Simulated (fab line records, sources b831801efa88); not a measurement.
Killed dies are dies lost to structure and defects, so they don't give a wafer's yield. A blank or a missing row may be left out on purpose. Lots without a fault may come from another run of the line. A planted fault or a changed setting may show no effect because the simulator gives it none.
Which tool did it? | flow sfq_line | 13 lots, 39 wafers sampled, at 1 step of a route of 325

WHAT THE GAUGES READ, wafer by wafer
SFQ_M0_OVL_MEAS_906. Usual: M0_OVL -3 nm, standard deviation 5.3.
lot  | measured     | on         | M0_OVL (nm) | flag
L874 | day 6 16:13  | overlay-01 | -4 2 -2     |
L875 | day 6 23:26  | overlay-02 | -2 1 9      |
L876 | day 7 03:01  | overlay-01 | 1 -8 -3     |
L877 | day 7 06:37  | overlay-02 | 1 -1 -4     |
L878 | day 7 13:50  | overlay-02 | 1 1 -2      |
L879 | day 7 17:25  | overlay-02 | -6 -4 -4    |
L880 | day 8 00:37  | overlay-01 | -4 -3 -9    |
L881 | day 8 06:37  | overlay-01 | -7 -6 -5    |
L889 | day 11 06:43 | overlay-01 | -3 -8 -2    |
L890 | day 11 18:43 | overlay-02 | -1 2 2      |
L894 | day 12 21:07 | overlay-02 | -5 -6 -7    |
L895 | day 12 23:31 | overlay-02 | -8 -6 -7    |
L897 | day 13 10:22 | overlay-01 | -15 -2 -10  |

WHICH TOOL RAN EACH LOT (tool, then ch and the chambers of the sampled wafers, then the start)
The record holds no process step before these readings.

WHAT THE TOOLS THEMSELVES READ (means of the sampled wafers that have a number; where no wafer has one, the mark that the record gives instead)
The record holds no such reading with a usual standard deviation.

THE ANSWER, worked out from the rows above alone
Rule: a lot is off if the mean of its wafers that have a number lies more than 3 standard deviations from the usual mean. A lot without any number at a reading at which 4 lots or more have one is off too. The other lots that the step has rows for count as sound. The gauges are gone through in route order, then the tools' own readings, and for those a lot's mean is taken as printed above. The first step at which some lot is off is used, and at that step the reading that is off furthest; a lot without a number counts as furthest.
No lot is off at any reading shown: from this, nothing can be told.

WHAT THE SIMULATOR HAD PUT IN
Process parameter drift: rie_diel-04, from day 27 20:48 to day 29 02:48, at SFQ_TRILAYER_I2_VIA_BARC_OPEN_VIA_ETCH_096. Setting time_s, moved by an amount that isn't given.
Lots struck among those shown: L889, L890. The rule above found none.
